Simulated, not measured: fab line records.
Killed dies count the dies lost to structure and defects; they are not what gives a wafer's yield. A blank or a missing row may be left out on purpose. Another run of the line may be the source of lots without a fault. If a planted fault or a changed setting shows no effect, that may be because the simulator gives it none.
Comparing a struck lot with a sound one + flow sky130 + 17 steps out of a route of 708
Sound: wafers L196.3, L196.4, L196.6. Struck: wafer L204.1 (left out: L204.2, L204.3 of the same lot, which were not struck); the cause appears at the end.
Each step with rows lists, per side, the tool, then ch with its chambers, then its first start. Under that, the readings that differ: sound wafers + struck wafers + difference of the means + sigmas: that difference in standard deviations of wafers without a fault.
alike: same words and numbers on both sides, and readings whose means sit less than 2 such deviations apart. not compared: any withheld reading, any reading some wafer has no value for, any bound like >300 that may hide the same value, and any number with overlapping values for which the record gives no deviation.
A row with sigmas, a row that says differs or no value, or rows on one side alone: a step with any of these is where the two part. Numbers that don't overlap but have no deviation are shown without sigmas and don't part them. Lack of a reading on every wafer of one side parts them only where that side has two or more wafers.

first, 2 steps without rows for these wafers: SKY_LOCAL_INTERCONNECT_PEB_09; SKY_LOCAL_INTERCONNECT_DEVELOP_10 (develop time 60 s).
SKY_LOCAL_INTERCONNECT_CD_MEAS_11: the cd target is 170 nm.
  struck on cdSem-01, day 36 11:40; sound on cdSem-02, day 34 00:52
| reading   | sound             | struck | difference | sigmas |
|-----------|-------------------|--------|------------|--------|
| cdNm (nm) | 167.3 166.5 165.2 | 171.5  | +5.2       | +3     |
SKY_LOCAL_INTERCONNECT_OVL_MEAS_12:
  struck on overlay-01, day 36 11:47; sound on overlay-01, day 34 00:57
  alike: LOCAL_INTERCONNECT_OVL
SKY_LOCAL_INTERCONNECT_ETCH_13: etches BARC in N2/H2, stops on SiO2, time 45.9 s, target depth 60 nm.
  sound on rieMetal-01 ch 1, day 34 01:01; struck on rieMetal-02 ch 0, day 36 11:50
| reading             | sound | struck | difference                   | sigmas |
|---------------------|-------|--------|------------------------------|--------|
| rfHoursCounterH (h) | - - - | 3      | no value on the sound wafers |        |
  alike: drypumpMotorCurrentA, oesProductAu, throttleValvePct
SKY_LOCAL_INTERCONNECT_METAL_ETCH_14: etches TiN in Cl2/BCl3, stops on PSG, target depth 110 nm, time 31.4 s.
  sound on rieMetal-01 ch 1, day 34 01:08; struck on rieMetal-02 ch 0, day 36 11:53
| reading              | sound                | struck | difference                   | sigmas |
|----------------------|----------------------|--------|------------------------------|--------|
| rfHoursCounterH (h)  | - - -                | 3      | no value on the sound wafers |        |
| throttleValvePct (%) | 21.899 21.905 21.906 | 21.880 | -0.023                       | -2     |
  alike: drypumpMotorCurrentA, oesProductAu
SKY_LOCAL_INTERCONNECT_STRIP_15: strips in O2/N2.
  sound on plasmaAsher-01 ch 0,1, day 34 01:14; struck on plasmaAsher-01 ch 0, day 36 11:56
| reading             | sound | struck | difference                   | sigmas |
|---------------------|-------|--------|------------------------------|--------|
| rfHoursCounterH (h) | - - - | 11     | no value on the sound wafers |        |
  alike: drypumpMotorCurrentA, oesProductAu, stripTimeToEndpointS
then, 3 steps without rows for these wafers: SKY_LOCAL_INTERCONNECT_STRIP_16 (strips in post etch residue remover, time 1200 s); SKY_LOCAL_INTERCONNECT_CLEAN_17 (cleans in IPA, time 180 s); SKY_LOCAL_INTERCONNECT_CLEAN_18 (cleans in O3/DIW).
SKY_CONTACT_CVD_00: deposits Si3N4, target thk 75 nm.
  sound on pecvd-02 ch 0,1,2, day 34 01:48; struck on pecvd-02 ch 0, day 36 12:34
  alike: heaterPowerW
SKY_CONTACT_THK_MEAS_01:
  struck on filmMetro-03, day 36 12:37; sound on filmMetro-01, day 34 01:51
  alike: CONTACT_CVD_00_THK
SKY_CONTACT_HDPCVD_02: deposits SiO2, target thk 565 nm, time 94.2 s.
  sound on hdpcvd-01 ch 0,1, day 34 01:53; struck on hdpcvd-02 ch 2, day 36 12:40
| reading                                    | sound             | struck | difference | sigmas |
|--------------------------------------------|-------------------|--------|------------|--------|
| runLengthS (s)                             | 122.2 122.2 121.8 | 139.9  | +17.8      | +30    |
| model.SiO2_of_CONTACT_HDPCVD_02.thkNm (nm) | 568.6 569.2 562.7 | 680.6  | +113.8     |        |
  alike: sih4FlowSccm
SKY_CONTACT_THK_MEAS_03:
  struck on filmMetro-04, day 36 12:44; sound on filmMetro-03, day 34 01:59
| reading                 | sound       | struck | difference | sigmas |
|-------------------------|-------------|--------|------------|--------|
| CONTACT_HDPCVD_THK (nm) | 569 569 563 | 680    | +113       | +22    |
SKY_CONTACT_CMP_04: polishes SiO2.
  sound on cmp-01 ch 0,1, day 34 02:01; struck on cmp-01 ch 0, day 36 12:47
| reading             | sound    | struck | difference | sigmas |
|---------------------|----------|--------|------------|--------|
| timeToEndpointS (s) | 94 90 87 | 134    | +44        | +11    |
  alike: motorCurrentA
SKY_CONTACT_BOW_MEAS_05:
  struck on filmMetro-01, day 36 13:05; sound on filmMetro-04, day 34 02:22
  alike: CONTACT_BOW
-- the record jumps here: 14 days lie between the struck wafers' starts before and after (it left off in module CONTACT and takes up again in module PAD_OPEN, whose first step shown is number 708 of the route) --
SKY_PAD_OPEN_PROBE_99:
  struck on prober-01, day 50 02:21; sound on prober-01, day 48 09:28
| reading            | sound    | struck | difference | sigmas |
|--------------------|----------|--------|------------|--------|
| killed_at_M0_to_M3 | 46 38 46 | 59     | +16        | +2     |
| killedDies         | 90 84 77 | 108    | +24        | +3     |
| killedOpen         | 41 47 47 | 64     | +19        | +3     |
  alike: killed_at_M4_up, killedAtContacts, killedAtFrontEnd, killedShort

== WHERE THEY PART ==
At SKY_LOCAL_INTERCONNECT_CD_MEAS_11 first; at SKY_PAD_OPEN_PROBE_99 last (within this record only).

WHY: the cause the simulator had injected
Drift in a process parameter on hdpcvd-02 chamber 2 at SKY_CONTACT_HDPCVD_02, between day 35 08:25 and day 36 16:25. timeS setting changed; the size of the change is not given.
